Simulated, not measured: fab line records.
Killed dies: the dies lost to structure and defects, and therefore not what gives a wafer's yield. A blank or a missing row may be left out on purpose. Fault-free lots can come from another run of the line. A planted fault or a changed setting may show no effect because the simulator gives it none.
What tool caused it? + flow gf180mcu + 11 lots, 33 wafers sampled, at 4 steps of a route of 602

WHAT EACH GAUGE READ, for each wafer
GF_V1_OVL_MEAS_15.
| lot  | measured     | on         | V1_OVL (nm)       |
|------|--------------|------------|-------------------|
| L307 | day 18 08:40 | overlay-02 | -2 -6 -2          |
| L308 | day 18 18:50 | overlay-01 | 0 -1 0            |
| L310 | day 19 12:47 | overlay-01 | -9 -4 -11         |
| L311 | day 19 21:20 | overlay-02 | 7 -7 6            |
| L318 | day 22 03:28 | overlay-02 | 0 0 -8            |
| L320 | day 22 23:28 | overlay-01 | 39 41 39 37 39 38 |
| L321 | day 23 07:58 | overlay-01 | 40 42 42 38 41 40 |
| L325 | day 24 20:31 | overlay-01 | 4 2 -3            |
| L327 | day 25 03:23 | overlay-02 | -7 -3 -4          |
| L328 | day 25 13:25 | overlay-02 | -2 7 4            |
| L329 | day 25 23:16 | overlay-01 | -1 4 2            |

EACH LOT AND THE TOOL THAT RAN IT (in order: tool; ch and the chambers of the sampled wafers; start)
| lot  | GF_HV_LDD_STRIP_10                   | GF_SAB_STRIP_13                      | GF_V1_EXPOSE_11                   |
|------|--------------------------------------|--------------------------------------|-----------------------------------|
| L307 | plasma asher-04 ch 0,1, day 10 05:10 | plasma asher-02 ch 1, day 15 06:58   | krf scanner-01 ch 0, day 17 20:47 |
| L308 | plasma asher-01 ch 0,1, day 10 13:13 | plasma asher-03 ch 0,1, day 15 17:25 | krf scanner-01 ch 0, day 18 06:33 |
| L310 | plasma asher-01 ch 1, day 11 02:13   | plasma asher-01 ch 0,1, day 16 09:09 | krf scanner-01 ch 0, day 19 00:53 |
| L311 | plasma asher-01 ch 0,1, day 11 08:46 | plasma asher-02 ch 0,1, day 16 17:37 | krf scanner-01 ch 0, day 19 09:31 |
| L318 | plasma asher-02 ch 0,1, day 13 07:28 | plasma asher-01 ch 0,1, day 18 23:13 | krf scanner-01 ch 0, day 21 15:48 |
| L320 | plasma asher-02 ch 0,1, day 13 22:49 | plasma asher-03 ch 0,1, day 19 20:25 | krf scanner-01 ch 0, day 22 12:08 |
| L321 | plasma asher-02 ch 0,1, day 14 06:16 | plasma asher-01 ch 0,1, day 20 05:05 | krf scanner-01 ch 0, day 22 20:31 |
| L325 | plasma asher-02 ch 0,1, day 15 16:55 | plasma asher-03 ch 0,1, day 21 19:46 | krf scanner-02 ch 0, day 24 09:29 |
| L327 | plasma asher-04 ch 1, day 16 01:22   | plasma asher-02 ch 0,1, day 22 03:43 | krf scanner-02 ch 0, day 24 16:16 |
| L328 | plasma asher-04 ch 0,1, day 16 10:40 | plasma asher-02 ch 0,1, day 22 15:01 | krf scanner-02 ch 0, day 25 02:51 |
| L329 | plasma asher-04 ch 0,1, day 16 20:31 | plasma asher-01 ch 0,1, day 23 00:16 | krf scanner-02 ch 0, day 25 12:51 |
- GF_HV_LDD_STRIP_10: strips in O2/N2.
- GF_SAB_STRIP_13: strips in O2/N2.
- GF_V1_EXPOSE_11: exposes mask Via1, target cd 260 nm.

WHAT THE TOOLS THEMSELVES READ (means of the sampled wafers that have a number; where no wafer has one, the mark that the record gives instead)
GF_HV_LDD_STRIP_10.
| lot  | tool            | drypump motor current A (A) | heater power w (W) | oes product au (a.u.) | strip time to endpoint s (s) |
|------|-----------------|-----------------------------|--------------------|-----------------------|------------------------------|
| L307 | plasma asher-04 | 6.4                         | 327                | 0.715                 | 12.64                        |
| L308 | plasma asher-01 | 5.4                         | 332                | 0.717                 | 12.56                        |
| L310 | plasma asher-01 | 5.4                         | 339                | 0.711                 | 12.62                        |
| L311 | plasma asher-01 | 5.4                         | 332                | 0.718                 | 12.63                        |
| L318 | plasma asher-02 | 5.7                         | 346                | 0.716                 | 12.60                        |
| L320 | plasma asher-02 | 6.1                         | 347                | 0.718                 | 12.63                        |
| L321 | plasma asher-02 | 6.0                         | 347                | 0.714                 | 12.62                        |
| L325 | plasma asher-02 | 6.1                         | 350                | 0.718                 | 12.62                        |
| L327 | plasma asher-04 | 6.6                         | 331                | 0.719                 | 12.59                        |
| L328 | plasma asher-04 | 6.1                         | 329                | 0.714                 | 12.64                        |
| L329 | plasma asher-04 | 6.4                         | 335                | 0.715                 | 12.64                        |

GF_SAB_STRIP_13.
| lot  | tool            | drypump motor current A (A) | heater power w (W) | oes product au (a.u.) | strip time to endpoint s (s) |
|------|-----------------|-----------------------------|--------------------|-----------------------|------------------------------|
| L307 | plasma asher-02 | 6.4                         | 346                | 0.713                 | 12.59                        |
| L308 | plasma asher-03 | 5.8                         | 339                | 0.711                 | 12.64                        |
| L310 | plasma asher-01 | 5.5                         | 330                | 0.712                 | 12.67                        |
| L311 | plasma asher-02 | 6.1                         | 345                | 0.711                 | 12.53                        |
| L318 | plasma asher-01 | 5.4                         | 333                | 0.710                 | 12.61                        |
| L320 | plasma asher-03 | 5.9                         | 328                | 0.707                 | 12.62                        |
| L321 | plasma asher-01 | 5.4                         | 327                | 0.711                 | 12.60                        |
| L325 | plasma asher-03 | 5.9                         | 326                | 0.709                 | 12.64                        |
| L327 | plasma asher-02 | 5.7                         | 348                | 0.707                 | 12.65                        |
| L328 | plasma asher-02 | 6.1                         | 349                | 0.709                 | 12.58                        |
| L329 | plasma asher-01 | 5.4                         | 328                | 0.710                 | 12.69                        |

THE ANSWER, worked out from the rows above alone
Rule: the lots themselves supply what counts as usual. Put in order of their means at a reading, lots are off if they are a third of the lots or fewer, leave a main group of 4 or more, and stand apart from it by a gap of 3 or more times the standard deviation of the main group's means; of several such gaps the widest counts. The tables above print the reading to a certain number of digits; a main group whose means all agree to those digits is not used. Also off: a lot with no number at a reading for which 4 or more lots have one. All remaining lots with rows at the step are treated as sound. The gauges are gone through in route order, then the tools' own readings, and for those a lot's mean is taken as printed above. The first step at which some lot is off is used, and at that step the reading that is off furthest; a lot without a number counts as furthest.
Off: L320, L321, seen at GF_V1_OVL_MEAS_15 (V1_OVL). Mean -1 nm and standard deviation 3.4 in the main group.
If a tool, at a process step before that reading, ran all the lots that are off and no sound lot after the first of them, it fits. Those tools and the gauges at GF_V1_OVL_MEAS_15 are tried in the same way. One fits: krf scanner-01 at GF_V1_EXPOSE_11. Its last sound lot is L318 (day 21 15:48), its first lot that is off L320 (day 22 12:08): a fault that began between those two fits.

WHAT THE SIMULATOR PUT IN
Scanner matching overlay: krf scanner-01, from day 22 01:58 on, at GF_V1_EXPOSE_11. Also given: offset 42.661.
Struck lots among those shown: L320, L321. The same result came from the rule above.
